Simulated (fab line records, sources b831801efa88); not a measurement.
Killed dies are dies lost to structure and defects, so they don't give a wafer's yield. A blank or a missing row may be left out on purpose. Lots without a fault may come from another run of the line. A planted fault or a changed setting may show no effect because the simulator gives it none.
fab line records | flow sky130
record lots=5 wafers=15 last_day=49
route steps=708 shown VIA1@468 METAL2@483
lots that met no fault: from a run of the same line without faults
start_h: hours from the record's first day to the start of the lot's first wafer shown | wait_h: hours since the lot's step before | " the same as in the row above | L1.1+2: a row that stands for several wafers | - no value, or no start given | * or withheld: withheld | < > ~ a bound
route shown NAME@n: a module of which the file shows steps, and the number in the route of the first | usual: mean/standard deviation of fault-free wafers | same: alike in all rows | chamber/n: place in a boat | sites: the reading at each site | _std_site: their standard deviation | _edge_site: outer sites' mean less inner sites' | radius_mm: how far each site lies from the wafer's centre | mask NAME#n: copy n | behind: the tool/chamber that last shaped the wafer | hold: why the lot was held/for how many hours/how that ended | device: the transistor (n, p or np) that didn't switch | end of line: the same wafers' tests at the end of the route | a step without rows: its recipe alone | killed: dies lost to structure and defects at the first sort, not the wafer's yield | map: a wafer's dies, x killed, . not, _ none there
set.NAME: the setting as run; set.NAME@STEP: as run at that earlier step | model.NAME: the simulator's own value behind a step, which no gauge read
lots at some steps of the route; a table a step, a row a wafer
services: from which hour (start_h, from the record's first day; less than 0 if before it) a tool's chamber was out of use, for how many hours, and why
## steps
# step SKY_VIA1_PEB_10
# recipe peb_temp_c=withheld peb_time_s=withheld resist=KrF-thick
# columns lot.wafer tool chamber start_h wait_h
L078.2+3+4 litho_track-03 0 - -
L083.2+3+4 litho_track-04 0 - -
L085.2+4+6 litho_track-04 0 - -
L089.1+3+4 litho_track-04 0 - -
L094.3+4+5 litho_track-04 0 - -
# step SKY_VIA1_DEVELOP_11
# recipe develop_time_s=60 resist=KrF-thick dev_temp_c=21
# columns lot.wafer tool chamber start_h wait_h
L078.2+3+4 litho_track-03 0 - -
L083.2+3+4 litho_track-04 0 - -
L085.2+4+6 litho_track-04 0 - -
L089.1+3+4 litho_track-04 0 - -
L094.3+4+5 litho_track-04 0 - -
# step SKY_VIA1_CD_MEAS_12
# recipe target_cd_nm=150
# usual cd_nm=149.6/1.5
# columns lot.wafer tool chamber start_h wait_h cd_nm
L078.2 cd_sem-02 - 850.45 - 150.6
L078.3 " - " " 149.9
L078.4 " - " " 150.8
L083.2 cd_sem-02 - 861.62 - 152.6
L083.3 " - " " 151.2
L083.4 " - " " 150.7
L085.2 cd_sem-01 - 879.52 - 151.2
L085.4 " - " " 151.1
L085.6 " - " " 150.8
L089.1 cd_sem-02 - 904.64 - 147.4
L089.3 " - " " 148.8
L089.4 " - " " 148.9
L094.3 cd_sem-02 - 940.89 - 147.0
L094.4 " - " " 148.7
L094.5 " - " " 145.3
# step SKY_VIA1_OVL_MEAS_13
# usual VIA1_OVL=1/5.5
# columns lot.wafer tool chamber start_h wait_h VIA1_OVL[nm]
L078.2 overlay-02 - 850.55 0.1 -2
L078.3 " - " " 4
L078.4 " - " " -1
L083.2 overlay-01 - 861.72 0.1 -1
L083.3 " - " " 4
L083.4 " - " " 5
L085.2 overlay-02 - 879.62 0.1 -2
L085.4 " - " " -6
L085.6 " - " " -9
L089.1 overlay-02 - 904.76 0.1 -2
L089.3 " - " " 0
L089.4 " - " " 3
L094.3 overlay-01 - 940.98 0.1 3
L094.4 " - " " 0
L094.5 " - " " -7
# step SKY_VIA1_ETCH_14
# recipe chemistry=N2/H2 target=BARC ion_energy_ev=200 source_w=500 bias_w=100 pressure_mtorr=30 n2_flow_sccm=100 h2_flow_sccm=200 stop_on=SiO2 time_s=45.9 target_depth_a=600
# usual chamber_pressure_mTorr=29.999/0.028 drypump_motor_current_A=5.8/0.43 oes_product_au=0.854/0.0052 rf_fwd_power_W=495.1/2.2 throttle_valve_pct=13.225/0.0088
# columns lot.wafer tool chamber start_h wait_h chamber_pressure_mTorr drypump_motor_current_A oes_product_au rf_fwd_power_W rf_hours_counter_h throttle_valve_pct
L078.2 rie_diel-01 3 850.58 0.0 29.992 5.5 0.854 495.4 11 13.227
L078.3 " 0 " " 29.946 5.6 0.847 497.5 14 13.200
L078.4 " 2 " " 30.062 5.6 0.852 495.9 17 13.221
L083.2 rie_diel-01 3 861.75 0.0 30.015 5.5 0.855 494.5 12 13.230
L083.3 " 1 " " 29.998 4.9 0.852 495.3 18 13.224
L083.4 " 2 " " 29.936 5.6 0.851 493.2 17 13.219
L085.2 rie_diel-01 3 879.65 0.0 29.999 5.5 0.861 496.4 12 13.222
L085.4 " 1 " " 30.033 5.0 0.852 497.7 19 13.217
L085.6 " 3 " " 30.026 5.5 0.859 494.8 - 13.228
L089.1 rie_diel-02 0 904.80 0.0 30.001 5.7 0.850 494.6 6 13.223
L089.3 " 2 " " 30.014 6.0 0.858 492.8 18 13.231
L089.4 " 1 " " 29.993 6.5 0.861 499.2 13 13.230
L094.3 rie_diel-01 3 941.00 0.0 30.019 5.5 0.858 493.3 14 13.217
L094.4 " 0 " " 30.000 5.6 0.849 492.8 16 13.238
L094.5 " 3 " " 29.972 5.5 0.858 495.9 - 13.224
# step SKY_VIA1_ETCH_15
# recipe target=SiO2 chemistry=C4F8/O2/Ar target_depth_nm=351 stop_on=TiN mask_material=KrF-thick source_w=1500 bias_w=1200 pressure_mtorr=40 c4f8_flow_sccm=withheld O2_flow_sccm=6 Ar_flow_sccm=300 time_s=54
# usual chamber_pressure_mTorr=40.00/0.056 oes_product_au=0.982/0.0061 rf_fwd_power_W=1486/6.2
# columns lot.wafer tool chamber start_h wait_h chamber_pressure_mTorr oes_product_au rf_fwd_power_W rf_hours_counter_h
L078.2 rie_diel-01 3 850.62 0.0 39.93 0.991 1490 11
L078.3 " 0 " " 40.05 0.984 1485 14
L078.4 " 2 " " 40.00 0.981 1478 17
L083.2 rie_diel-01 3 861.80 0.0 39.98 0.983 1486 12
L083.3 " 1 " " 39.99 0.996 1480 18
L083.4 " 2 " " 39.99 0.993 1487 17
L085.2 rie_diel-01 3 879.70 0.0 39.96 0.970 1488 12
L085.4 " 1 " " 40.00 0.981 1485 19
L085.6 " 3 " " 40.03 0.979 1485 -
L089.1 rie_diel-02 0 904.84 0.0 39.96 0.984 1490 6
L089.3 " 2 " " 40.03 0.980 1480 18
L089.4 " 1 " " 39.99 0.978 1487 13
L094.3 rie_diel-01 3 941.05 0.0 39.91 0.983 1479 14
L094.4 " 0 " " 39.99 0.983 1485 16
L094.5 " 3 " " 39.97 0.981 1488 -
# step SKY_VIA1_STRIP_16
# recipe chemistry=O2/N2 power_w=1400 pressure_mtorr=1500 platen_temp_c=withheld o2_flow_sccm=3000 n2_flow_sccm=300 overash_fraction=0.5
# usual chamber_pressure_mTorr=1500.1/1.4 drypump_motor_current_A=5.5/0.35 oes_product_au=0.416/0.0042 strip_time_to_endpoint_s=4.465/0.023
# columns lot.wafer tool chamber start_h wait_h chamber_pressure_mTorr drypump_motor_current_A oes_product_au rf_hours_counter_h strip_time_to_endpoint_s
L078.2 plasma_asher-03 0 850.67 0.0 1501.7 6.0 0.412 69 4.492
L078.3 " 0 " " 1498.8 6.0 0.412 - 4.468
L078.4 " 1 " " 1500.5 5.7 0.410 - 4.462
L083.2 plasma_asher-02 0 861.84 0.0 1499.1 4.9 0.412 44 4.466
L083.3 " 0 " " 1499.2 4.9 0.416 - 4.423
L083.4 " 1 " " 1498.9 5.7 0.416 - 4.449
L085.2 plasma_asher-02 0 879.74 0.0 1501.1 4.9 0.418 46 4.511
L085.4 " 1 " " 1502.6 5.7 0.424 - 4.452
L085.6 " 1 " " 1497.4 5.7 0.424 - 4.498
L089.1 plasma_asher-02 1 904.89 0.0 1498.4 5.7 0.416 48 4.448
L089.3 " 0 " " 1499.0 4.8 0.414 - 4.454
L089.4 " 1 " " 1498.6 5.7 0.413 - 4.425
L094.3 plasma_asher-02 1 941.13 0.1 1498.6 5.7 0.421 - 4.459
L094.4 " 0 " " 1497.6 4.9 0.414 - 4.432
L094.5 " 1 " " 1500.4 5.7 0.415 - 4.454
# step SKY_VIA1_STRIP_17
# recipe chemistry=post_etch_residue_remover time_s=1200 temp_c=72.5
# columns lot.wafer tool chamber start_h wait_h
L078.2+3+4 wet_bench-02 1 850.77 0.1
L083.2+3+4 wet_bench-01 0 861.94 0.1
L085.2+4+6 wet_bench-04 2 879.84 0.1
L089.1+3+4 wet_bench-04 2 904.99 0.1
L094.3+4+5 wet_bench-02 0 941.19 0.0
# step SKY_VIA1_CLEAN_18
# recipe chemistry=IPA time_s=180 temp_c=25
# columns lot.wafer tool chamber start_h wait_h
L078.2+3+4 wet_bench-01 0 851.11 0.0
L083.2+3+4 wet_bench-01 0 862.28 0.0
L085.2+4+6 wet_bench-02 1 880.18 0.0
L089.1+3+4 wet_bench-04 2 905.33 0.0
L094.3+4+5 wet_bench-04 2 941.54 0.0
# step SKY_VIA1_CLEAN_19
# recipe chemistry=O3/DIW dry=n2_spin
# columns lot.wafer tool chamber start_h wait_h
L078.2+3+4 wet_bench-02 2 851.18 0.0
L083.2+3+4 wet_bench-01 3 862.34 0.0
L085.2+4+6 wet_bench-04 0 880.24 0.0
L089.1+3+4 wet_bench-04 3 905.39 0.0
L094.3+4+5 wet_bench-01 0 941.59 0.0
# step SKY_VIA1_SPUTTER_20
# recipe material=TiN target_thk_nm=20 chamber_pressure_pa=5 power_w=4000 time_s=80
# usual throttle_valve_pct=29.8/0.74
# columns lot.wafer tool chamber start_h wait_h throttle_valve_pct
L078.2 pvd_sputter-02 - 851.27 0.0 30.4
L078.3 " - " " 29.3
L078.4 " - " " 30.3
L083.2 pvd_sputter-02 - 862.43 0.0 29.2
L083.3 " - " " 29.3
L083.4 " - " " 30.4
L085.2 pvd_sputter-04 - 880.33 0.0 30.3
L085.4 " - " " 30.9
L085.6 " - " " 29.6
L089.1 pvd_sputter-04 - 905.48 0.0 29.2
L089.3 " - " " 31.0
L089.4 " - " " 30.1
L094.3 pvd_sputter-03 - 941.69 0.0 28.7
L094.4 " - " " 30.6
L094.5 " - " " 28.2
# step SKY_VIA1_CVD_21
# recipe material=W target_thk_nm=270 time_s=80.902 temp_c=400 pressure_torr=40
# usual heater_power_w=911/90
# columns lot.wafer tool chamber start_h wait_h heater_power_w
L078.2 cvd_w-02 0 851.34 0.0 1036
L078.3 " 1 " " 865
L078.4 " 0 " " 1030
L083.2 cvd_w-02 0 862.50 0.0 1025
L083.3 " 0 " " 1043
L083.4 " 1 " " 859
L085.2 cvd_w-02 0 880.40 0.0 1014
L085.4 " 1 " " 893
L085.6 " 1 " " 863
L089.1 cvd_w-02 0 905.54 0.0 1038
L089.3 " 0 " " 1035
L089.4 " 1 " " 861
L094.3 cvd_w-02 1 941.78 0.1 864
L094.4 " 0 " " 1043
L094.5 " 1 " " 868
# step SKY_VIA1_RS_MEAS_22
# recipe thk_meas_gauge=four-point-probe reads=W_of_VIA1_CVD_21+TiN_of_VIA1_SPUTTER_20
# usual VIA1_W_RS=0.426/0.0047
# columns lot.wafer tool chamber start_h wait_h VIA1_W_RS[ohm/sq]
L078.2 film_metro-01 - 851.45 0.1 0.423
L078.3 " - " " 0.428
L078.4 " - " " 0.424
L083.2 film_metro-04 - 862.62 0.1 0.427
L083.3 " - " " 0.422
L083.4 " - " " 0.427
L085.2 film_metro-03 - 880.51 0.1 0.424
L085.4 " - " " 0.435
L085.6 " - " " 0.432
L089.1 film_metro-04 - 905.63 0.1 0.421
L089.3 " - " " 0.424
L089.4 " - " " 0.431
L094.3 film_metro-03 - 941.88 0.1 0.428
L094.4 " - " " 0.420
L094.5 " - " " 0.433
# step SKY_VIA1_THK_MEAS_23
# recipe thk_meas_gauge=xrf reads=W_of_VIA1_CVD_21
# usual VIA1_W_THK=271/3.7
# columns lot.wafer tool chamber start_h wait_h VIA1_W_THK[nm]
L078.2 film_metro-01 - 851.56 0.1 270
L078.3 " - " " 266
L078.4 " - " " 270
L083.2 film_metro-04 - 862.73 0.1 269
L083.3 " - " " 273
L083.4 " - " " 269
L085.2 film_metro-03 - 880.62 0.1 275
L085.4 " - " " 270
L085.6 " - " " 271
L089.1 film_metro-04 - 905.75 0.1 272
L089.3 " - " " 271
L089.4 " - " " 269
L094.3 film_metro-03 - 941.98 0.1 271
L094.4 " - " " 275
L094.5 " - " " 268
# step SKY_VIA1_CMP_24
# recipe stop_on=SiO2 t_overpolish_s=15 down_force_psi=3.5 platen_rpm=60 target_thk_nm=0 pad_velocity_m_s=0.94248
# usual edge_zone_pressure_frac=1.000/0.0051 head_pressure_psi=3.500/0.0085 motor_current_A=11.1/1.3 overpolish_run_s=15.000/0.0094 time_to_endpoint_s=68/3.9
# columns lot.wafer tool chamber start_h wait_h edge_zone_pressure_frac head_pressure_psi motor_current_A overpolish_run_s time_to_endpoint_s
L078.2 cmp-01 3 851.61 0.0 1.005 3.500 10.4 15.003 68
L078.3 " 0 " " 1.005 3.507 12.7 15.001 65
L078.4 " 2 " " 1.000 3.491 11.2 15.011 66
L083.2 cmp-01 3 862.83 0.1 1.004 3.515 10.4 14.990 64
L083.3 " 0 " " 1.000 3.497 12.4 14.999 64
L083.4 " 1 " " 1.000 3.493 12.8 14.991 67
L085.2 cmp-02 0 880.72 0.1 1.002 3.506 11.0 15.013 75
L085.4 " 1 " " 1.003 3.497 10.8 15.010 69
L085.6 " 3 " " 1.002 3.492 8.6 14.991 65
L089.1 cmp-01 3 905.81 0.1 1.008 3.499 10.7 15.005 65
L089.4 " 0 " " 1.000 3.502 12.9 15.008 62
L089.3 " 1 " " 0.996 3.495 11.8 14.998 69
L094.3 cmp-02 1 942.02 0.0 0.996 3.500 10.6 15.007 75
L094.4 " 0 " " 0.991 3.503 12.1 15.000 78
L094.5 " 1 " " 1.007 3.507 10.6 14.979 70
# step SKY_METAL2_SPUTTER_00
# recipe material=Ti target_thk_nm=15 power_w=3000 time_s=10 chamber_pressure_pa=0.4
# usual throttle_valve_pct=29.4/1
# columns lot.wafer tool chamber start_h wait_h throttle_valve_pct
L078.2 pvd_sputter-04 - 851.91 0.2 30.2
L078.3 " - " " 29.3
L078.4 " - " " 30.1
L083.2 pvd_sputter-01 - 863.08 0.2 30.4
L083.3 " - " " 30.0
L083.4 " - " " 28.0
L085.2 pvd_sputter-01 - 880.97 0.2 29.8
L085.4 " - " " 30.4
L085.6 " - " " 30.0
L089.1 pvd_sputter-01 - 906.11 0.2 29.8
L089.3 " - " " 29.7
L089.4 " - " " 30.1
L094.3 pvd_sputter-03 - 942.32 0.2 29.2
L094.4 " - " " 28.5
L094.5 " - " " 28.2
# step SKY_METAL2_SPUTTER_01
# recipe material=TiN target_thk_nm=20 power_w=6500 time_s=16.7 chamber_pressure_pa=0.4
# usual throttle_valve_pct=29.4/1
# columns lot.wafer tool chamber start_h wait_h throttle_valve_pct
L078.2 pvd_sputter-04 - 851.93 0.0 30.3
L078.3 " - " " 29.4
L078.4 " - " " 29.7
L083.2 pvd_sputter-01 - 863.10 0.0 29.9
L083.3 " - " " 29.8
L083.4 " - " " 27.9
L085.2 pvd_sputter-01 - 880.99 0.0 29.4
L085.4 " - " " 30.2
L085.6 " - " " 29.7
L089.1 pvd_sputter-01 - 906.13 0.0 29.8
L089.3 " - " " 29.4
L089.4 " - " " 30.3
L094.3 pvd_sputter-03 - 942.34 0.0 29.2
L094.4 " - " " 28.2
L094.5 " - " " 28.0
# step SKY_METAL2_SPUTTER_02
# recipe material=AlCu target_thk_nm=250 power_w=10600 time_s=13.3 chamber_pressure_pa=0.4
# usual throttle_valve_pct=29.4/1
# columns lot.wafer tool chamber start_h wait_h throttle_valve_pct
L078.2 pvd_sputter-04 - 851.96 0.0 30.4
L078.3 " - " " 29.6
L078.4 " - " " 30.1
L083.2 pvd_sputter-01 - 863.12 0.0 29.9
L083.3 " - " " 29.9
L083.4 " - " " 28.0
L085.2 pvd_sputter-01 - 881.02 0.0 29.9
L085.4 " - " " 30.0
L085.6 " - " " 29.7
L089.1 pvd_sputter-01 - 906.16 0.0 30.0
L089.3 " - " " 29.9
L089.4 " - " " 30.4
L094.3 pvd_sputter-03 - 942.37 0.0 29.0
L094.4 " - " " 28.2
L094.5 " - " " 27.9
# step SKY_METAL2_SPUTTER_03
# recipe material=Ti target_thk_nm=5 power_w=3000 time_s=3.3 chamber_pressure_pa=0.4
# usual throttle_valve_pct=29.4/1
# columns lot.wafer tool chamber start_h wait_h throttle_valve_pct
L078.2 pvd_sputter-04 - 851.98 0.0 30.1
L078.3 " - " " 29.3
L078.4 " - " " 30.0
L083.2 pvd_sputter-01 - 863.15 0.0 30.1
L083.3 " - " " 29.8
L083.4 " - " " 27.7
L085.2 pvd_sputter-01 - 881.04 0.0 29.8
L085.4 " - " " 30.1
L085.6 " - " " 30.0
L089.1 pvd_sputter-01 - 906.18 0.0 29.8
L089.3 " - " " 29.6
L089.4 " - " " 30.0
L094.3 pvd_sputter-03 - 942.39 0.0 28.8
L094.4 " - " " 28.0
L094.5 " - " " 28.0
# step SKY_METAL2_SPUTTER_04
# recipe material=TiN target_thk_nm=70 power_w=6500 time_s=58.3 chamber_pressure_pa=0.4
# usual throttle_valve_pct=29.4/1
# columns lot.wafer tool chamber start_h wait_h throttle_valve_pct
L078.2 pvd_sputter-04 - 852.00 0.0 30.2
L078.3 " - " " 29.4
L078.4 " - " " 30.3
L083.2 pvd_sputter-01 - 863.17 0.0 30.1
L083.3 " - " " 29.9
L083.4 " - " " 28.0
L085.2 pvd_sputter-01 - 881.06 0.0 29.6
L085.4 " - " " 29.8
L085.6 " - " " 29.6
L089.1 pvd_sputter-01 - 906.20 0.0 29.7
L089.3 " - " " 29.7
L089.4 " - " " 30.3
L094.3 pvd_sputter-03 - 942.41 0.0 29.1
L094.4 " - " " 28.4
L094.5 " - " " 27.8
# step SKY_METAL2_RS_MEAS_05
# recipe thk_meas_gauge=four-point-probe reads=TiN_of_METAL2_SPUTTER_04+Ti_of_METAL2_SPUTTER_03+AlCu_of_METAL2_SPUTTER_02+TiN_of_METAL2_SPUTTER_01+Ti_of_METAL2_SPUTTER_00
# usual METAL2_ALCU_RS=0.1261/0.0017
# columns lot.wafer tool chamber start_h wait_h METAL2_ALCU_RS[ohm/sq]
L078.2 film_metro-04 - 852.07 0.0 0.1269
L078.3 " - " " 0.1273
L078.4 " - " " 0.1258
L083.2 film_metro-01 - 863.24 0.0 0.1260
L083.3 " - " " 0.1255
L083.4 " - " " 0.1236
L085.2 film_metro-01 - 881.13 0.0 0.1280
L085.4 " - " " 0.1264
L085.6 " - " " 0.1277
L089.1 film_metro-02 - 906.25 0.0 0.1253
L089.3 " - " " 0.1227
L089.4 " - " " 0.1231
L094.3 film_metro-02 - 942.50 0.1 0.1286
L094.4 " - " " 0.1257
L094.5 " - " " 0.1265
# step SKY_METAL2_THK_MEAS_06
# recipe thk_meas_gauge=xrf reads=AlCu_of_METAL2_SPUTTER_02
# usual METAL2_ALCU_THK=247/4
# columns lot.wafer tool chamber start_h wait_h METAL2_ALCU_THK[nm]
L078.2 film_metro-04 - 852.18 0.1 246
L078.3 " - " " 243
L078.4 " - " " 244
L083.2 film_metro-01 - 863.35 0.1 249
L083.3 " - " " 252
L083.4 " - " " 254
L085.2 film_metro-01 - 881.24 0.1 245
L085.4 " - " " 250
L085.6 " - " " 246
L089.1 film_metro-02 - 906.37 0.1 247
L089.3 " - " " 250
L089.4 " - " " 252
L094.3 film_metro-02 - 942.60 0.1 240
L094.4 " - " " 244
L094.5 " - " " 241
# step SKY_METAL2_DEHYDRATE_07
# recipe temp_c=200 time_s=60
# columns lot.wafer tool chamber start_h wait_h
L078.2+3+4 litho_track-04 0 864.22 12.0
L083.2+3+4 litho_track-01 0 875.46 12.1
L085.2+4+6 litho_track-01 0 892.66 11.4
L089.1+3+4 litho_track-04 0 918.30 11.9
L094.3+4+5 litho_track-02 0 953.56 10.9
# step SKY_METAL2_HMDS_08
# recipe prime_time_s=60 prime_temp_c=120
# usual prime_temp_c=120.01/0.12
# columns lot.wafer tool chamber start_h wait_h prime_temp_c
L078.2 litho_track-04 0 864.37 0.1 119.95
L078.3 " 0 " " 120.00
L078.4 " 0 " " 119.92
L083.2 litho_track-01 0 875.61 0.1 119.94
L083.3 " 0 " " 120.05
L083.4 " 0 " " 120.15
L085.2 litho_track-01 0 892.81 0.1 120.04
L085.4 " 0 " " 120.15
L085.6 " 0 " " 119.92
L089.1 litho_track-04 0 918.45 0.1 119.88
L089.3 " 0 " " 119.80
L089.4 " 0 " " 119.95
L094.3 litho_track-02 0 953.71 0.1 119.94
L094.4 " 0 " " 120.01
L094.5 " 0 " " 119.86
# step SKY_METAL2_COAT_09
# recipe resist=BARC temp_c=withheld time_s=withheld spin_rpm=3000 resist_thk_nm=60
# columns lot.wafer tool chamber start_h wait_h
L078.2+3+4 litho_track-04 0 864.52 0.1
L083.2+3+4 litho_track-01 0 875.76 0.1
L085.2+4+6 litho_track-01 0 892.96 0.1
L089.1+3+4 litho_track-04 0 918.60 0.1
L094.3+4+5 litho_track-02 0 953.86 0.1
# step SKY_METAL2_COAT_10
# recipe resist=KrF-thick spin_rpm=3000 resist_thk_nm=450
# columns lot.wafer tool chamber start_h wait_h
L078.2+3+4 litho_track-04 0 - -
L083.2+3+4 litho_track-01 0 - -
L085.2+4+6 litho_track-01 0 - -
L089.1+3+4 litho_track-04 0 - -
L094.3+4+5 litho_track-02 0 - -
# step SKY_METAL2_SOFTBAKE_11
# recipe temp_c=100 time_s=90 resist=KrF-thick
# columns lot.wafer tool chamber start_h wait_h
L078.2+3+4 litho_track-04 0 - -
L083.2+3+4 litho_track-01 0 - -
L085.2+4+6 litho_track-01 0 - -
L089.1+3+4 litho_track-04 0 - -
L094.3+4+5 litho_track-02 0 - -
# step SKY_METAL2_EXPOSE_12
# recipe mask_id=MM2 na=0.8 source_shape=annular sigma_inner=0.55 sigma_outer=0.85 target_cd_nm=140 dose_mj=28
# columns lot.wafer tool chamber start_h wait_h mask
L078.2+3+4 krf_scanner-02 0 - - MM2#0
L083.2+3+4 krf_scanner-01 0 - - MM2#0
L085.2+4+6 krf_scanner-02 0 - - MM2#0
L089.1+3+4 krf_scanner-01 0 - - MM2#0
L094.3+4+5 krf_scanner-01 0 - - MM2#0
# step SKY_METAL2_PEB_13
# recipe peb_temp_c=withheld peb_time_s=withheld resist=KrF-thick
# columns lot.wafer tool chamber start_h wait_h
L078.2+3+4 litho_track-04 0 - -
L083.2+3+4 litho_track-01 0 - -
L085.2+4+6 litho_track-04 0 - -
L089.1+3+4 litho_track-02 0 - -
L094.3+4+5 litho_track-01 0 - -
# step SKY_METAL2_DEVELOP_14
# recipe develop_time_s=60 resist=KrF-thick dev_temp_c=21
# columns lot.wafer tool chamber start_h wait_h
L078.2+3+4 litho_track-04 0 - -
L083.2+3+4 litho_track-01 0 - -
L085.2+4+6 litho_track-04 0 - -
L089.1+3+4 litho_track-02 0 - -
L094.3+4+5 litho_track-01 0 - -
# step SKY_METAL2_CD_MEAS_15
# recipe target_cd_nm=140
# usual cd_nm=139.2/1.2
# columns lot.wafer tool chamber start_h wait_h cd_nm
L078.2 cd_sem-02 - 878.22 - 137.4
L078.3 " - " " 139.4
L078.4 " - " " 138.6
L083.2 cd_sem-01 - 888.26 - 141.6
L083.3 " - " " 141.3
L083.4 " - " " 141.9
L085.2 cd_sem-02 - 905.87 - 141.2
L085.4 " - " " 140.7
L085.6 " - " " 140.7
L089.1 cd_sem-01 - 931.41 - 139.1
L089.3 " - " " 140.1
L089.4 " - " " 139.9
L094.3 cd_sem-02 - 966.48 - 139.0
L094.4 " - " " 140.7
L094.5 " - " " 140.3
# step SKY_METAL2_OVL_MEAS_16
# usual METAL2_OVL=3/5.6
# columns lot.wafer tool chamber start_h wait_h METAL2_OVL[nm]
L078.2 overlay-02 - 878.35 0.1 2
L078.3 " - " " 7
L078.4 " - " " 4
L083.2 overlay-02 - 888.36 0.1 -3
L083.3 " - " " -1
L083.4 " - " " 2
L085.2 overlay-02 - 905.97 0.1 16
L085.4 " - " " 11
L085.6 " - " " 14
L089.1 overlay-02 - 931.53 0.1 -2
L089.3 " - " " 1
L089.4 " - " " 7
L094.3 overlay-02 - 966.57 0.1 -2
L094.4 " - " " -8
L094.5 " - " " -5
# step SKY_METAL2_DESCUM_17
# recipe chemistry=O2 source_power_w=150 bias_power_w=0 pressure_mtorr=10 temp_c=40 time_s=8
# usual chamber_pressure_mTorr=9.999/0.0092 drypump_motor_current_A=5.6/0.33 oes_product_au=0.997/0.0093 rf_fwd_power_W=147.3/0.56
# columns lot.wafer tool chamber start_h wait_h chamber_pressure_mTorr drypump_motor_current_A oes_product_au rf_fwd_power_W rf_hours_counter_h
L078.2 rie_metal-03 0 878.38 0.0 10.002 5.7 0.991 147.2 7
L078.3 " 0 " " 10.006 5.7 0.997 147.3 -
L078.4 " 1 " " 10.010 5.7 0.999 148.0 -
L083.2 rie_metal-01 0 888.39 0.0 10.004 5.2 0.981 147.0 9
L083.3 " 0 " " 10.011 5.2 0.997 147.2 -
L083.4 " 1 " " 10.002 6.0 1.017 147.4 -
L085.2 rie_metal-01 0 906.00 0.0 10.009 5.2 0.983 146.8 10
L085.4 " 0 " " 9.998 5.2 0.992 147.4 -
L085.6 " 0 " " 10.000 5.2 0.993 146.7 -
L089.1 rie_metal-03 0 931.56 0.0 10.000 5.7 0.996 147.1 10
L089.3 " 1 " " 10.009 5.7 1.002 146.7 -
L089.4 " 0 " " 9.998 5.7 0.998 146.4 -
L094.3 rie_metal-01 0 966.60 0.0 10.000 5.2 0.991 147.1 -
L094.4 " 1 " " 9.999 6.0 1.005 147.4 -
L094.5 " 0 " " 10.003 5.2 0.994 146.5 -
# step SKY_METAL2_ETCH_18
# recipe chemistry=N2/H2 target=BARC ion_energy_ev=200 bias_w=100 pressure_mtorr=30 n2_flow_sccm=100 h2_flow_sccm=200 icp_w=500 stop_on=SiO2 time_s=45.9 target_depth_a=600
# usual chamber_pressure_mTorr=29.999/0.027 drypump_motor_current_A=5.6/0.33 oes_product_au=0.854/0.0045 rf_fwd_power_W=495.5/1.4 throttle_valve_pct=13.224/0.0093
# columns lot.wafer tool chamber start_h wait_h chamber_pressure_mTorr drypump_motor_current_A oes_product_au rf_fwd_power_W rf_hours_counter_h throttle_valve_pct
L078.2 rie_metal-03 0 878.41 0.0 30.009 5.7 0.852 495.5 7 13.219
L078.3 " 0 " " 30.017 5.7 0.859 495.6 - 13.225
L078.4 " 1 " " 30.062 5.7 0.856 493.7 - 13.245
L083.2 rie_metal-01 0 888.43 0.0 29.998 5.2 0.856 495.2 9 13.216
L083.3 " 0 " " 30.022 5.2 0.857 496.4 - 13.229
L083.4 " 1 " " 30.013 6.0 0.854 495.2 - 13.223
L085.2 rie_metal-01 0 906.04 0.0 30.004 5.2 0.845 497.2 10 13.239
L085.4 " 0 " " 29.991 5.2 0.849 495.3 - 13.208
L085.6 " 0 " " 29.955 5.2 0.848 496.8 - 13.227
L089.1 rie_metal-03 0 931.59 0.0 29.989 5.7 0.851 494.3 10 13.227
L089.3 " 1 " " 30.036 5.7 0.853 496.0 - 13.232
L089.4 " 0 " " 30.031 5.7 0.857 493.7 - 13.218
L094.3 rie_metal-01 0 966.65 0.0 29.968 5.2 0.847 496.2 - 13.244
L094.4 " 1 " " 30.012 5.9 0.849 497.0 - 13.207
L094.5 " 0 " " 30.011 5.2 0.857 496.7 - 13.226
# step SKY_METAL2_METAL_ETCH_19
# recipe target_depth_a=3600 stop_on=SiO2 over_etch_frac=0.3 time_s=78 chemistry=Cl2/BCl3 resist_sidewall_deg=88 pressure_mtorr=10 icp_w=900 bias_w=48.5 Cl2_flow_sccm=60 bcl3_flow_sccm=30
# usual chamber_pressure_mTorr=10.002/0.0096 drypump_motor_current_A=5.6/0.33 oes_product_au=0.856/0.0068 rf_fwd_power_W=894.6/2.5 throttle_valve_pct=22.264/0.0093
# columns lot.wafer tool chamber start_h wait_h chamber_pressure_mTorr drypump_motor_current_A oes_product_au rf_fwd_power_W rf_hours_counter_h throttle_valve_pct
L078.2 rie_metal-03 0 878.47 0.0 9.985 5.7 0.850 889.4 7 22.275
L078.3 " 0 " " 10.001 5.7 0.854 890.5 - 22.264
L078.4 " 1 " " 10.024 5.7 0.856 895.5 - 22.283
L083.2 rie_metal-01 0 888.49 0.0 10.012 5.2 0.851 894.9 9 22.258
L083.3 " 0 " " 9.989 5.2 0.857 891.4 - 22.257
L083.4 " 1 " " 9.992 6.0 0.859 894.4 - 22.275
L085.2 rie_metal-01 0 906.10 0.0 10.005 5.2 0.854 891.7 10 22.266
L085.4 " 0 " " 10.003 5.2 0.866 893.3 - 22.259
L085.6 " 0 " " 9.993 5.2 0.860 895.4 - 22.260
L089.1 rie_metal-03 0 931.66 0.0 10.002 5.7 0.869 890.7 10 22.271
L089.3 " 1 " " 10.005 5.7 0.864 896.2 - 22.272
L089.4 " 0 " " 10.013 5.7 0.863 894.4 - 22.270
L094.3 rie_metal-01 0 966.72 0.1 10.004 5.2 0.854 891.2 - 22.271
L094.4 " 1 " " 10.005 5.9 0.854 893.5 - 22.272
L094.5 " 0 " " 9.983 5.2 0.854 896.8 - 22.273
## services
# columns tool chamber start_h hours kind
rie_diel-02 2 832.73 5.6 repair
krf_scanner-01 - 847.96 0.8 pm
pvd_sputter-01 - 857.15 2.5 repair
pvd_sputter-04 - 858.45 7.5 repair
cmp-01 - 858.53 0.3 repair
krf_scanner-01 - 864.09 6.0 repair
pvd_sputter-01 - 868.29 0.9 repair
rie_diel-01 3 868.54 1.3 repair
wet_bench-01 - 873.90 44.6 pm
cmp-01 - 884.17 4.1 pm
krf_scanner-01 - 888.16 26.1 repair
cmp-01 - 889.37 1.1 repair
pvd_sputter-03 - 891.56 6.3 repair
rie_diel-01 - 901.37 0.5 repair
rie_diel-01 0 901.42 11.7 repair
rie_metal-03 - 909.53 0.4 repair
pvd_sputter-04 - 911.62 2.0 repair
krf_scanner-01 - 914.29 1.3 pm
cmp-01 - 916.76 4.0 pm
krf_scanner-01 - 925.78 0.5 repair
krf_scanner-01 - 930.02 1.0 pm
rie_diel-01 0 945.56 3.9 repair
pvd_sputter-01 - 945.79 17.2 repair
pvd_sputter-03 - 965.62 10.3 repair
## key
fault none
